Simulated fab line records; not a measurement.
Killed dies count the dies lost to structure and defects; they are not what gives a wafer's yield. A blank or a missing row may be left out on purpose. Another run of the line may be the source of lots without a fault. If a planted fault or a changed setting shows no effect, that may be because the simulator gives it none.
Chamber matching | flow sky130 | SKY_POLY_GATE_ETCH_16 on rie-diel-01: 4 sister chambers
The step etches Si3N4 in CH3F/O2, stops on poly-Si, time 147.5 s, target depth 75 nm. 8 wafers are shown with their chamber, then 8 later ones without.

== WAFERS PAIRED WITH THEIR CHAMBERS ==
wafer  | chamber | drypump-motor-current-A (A) | oes-product-au (a.u.)
L080.2 | 2       | 5.7                         | 0.642
L080.4 | 3       | 5.8                         | 0.644
L082.1 | 0       | 6.6                         | 0.646
L085.2 | 0       | 6.5                         | 0.645
L087.2 | 3       | 5.8                         | 0.645
L087.3 | 1       | 5.3                         | 0.644
L087.5 | 1       | 5.3                         | 0.634
L092.1 | 2       | 5.7                         | 0.640

== WAFERS MISSING THEIR CHAMBER ==
wafer  | drypump-motor-current-A (A) | oes-product-au (a.u.)
L092.2 | 6.6                         | 0.640
L092.3 | 5.8                         | 0.637
L092.4 | 5.3                         | 0.648
L092.5 | 5.8                         | 0.648
L092.6 | 5.7                         | 0.645
L096.3 | 6.5                         | 0.641
L096.5 | 5.7                         | 0.642
L096.6 | 5.8                         | 0.647

== EACH ONE'S CHAMBER ==
wafer  | from the rows above     | in truth
L092.2 | 0                       | 0
L092.3 | can't be placed: 3 or 2 | 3
L092.4 | 1                       | 1
L092.5 | 3                       | 3
L092.6 | can't be placed: 2 or 3 | 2
L096.3 | 0                       | 0
L096.5 | 2                       | 2
L096.6 | 3                       | 3
Correctly placed: 6 of 8. Unplaceable from these rows: 2, with the true chamber sitting among the candidates in 2. Number placed wrongly: 0.
How it was worked out, from the rows above alone: a wafer's distance from a chamber is the root of the sum, over the readings, of the square of ((its reading less the chamber's mean) divided by the reading's scatter). The wafer belongs to the nearest chamber; if the next one is less than 2 further off, it can't be placed. A chamber's mean is the mean of its shown wafers. How the scatter is found: for the shown wafers, subtract from each reading the mean of its chamber, square and add these, divide the total by (wafers less chambers), then take the root.
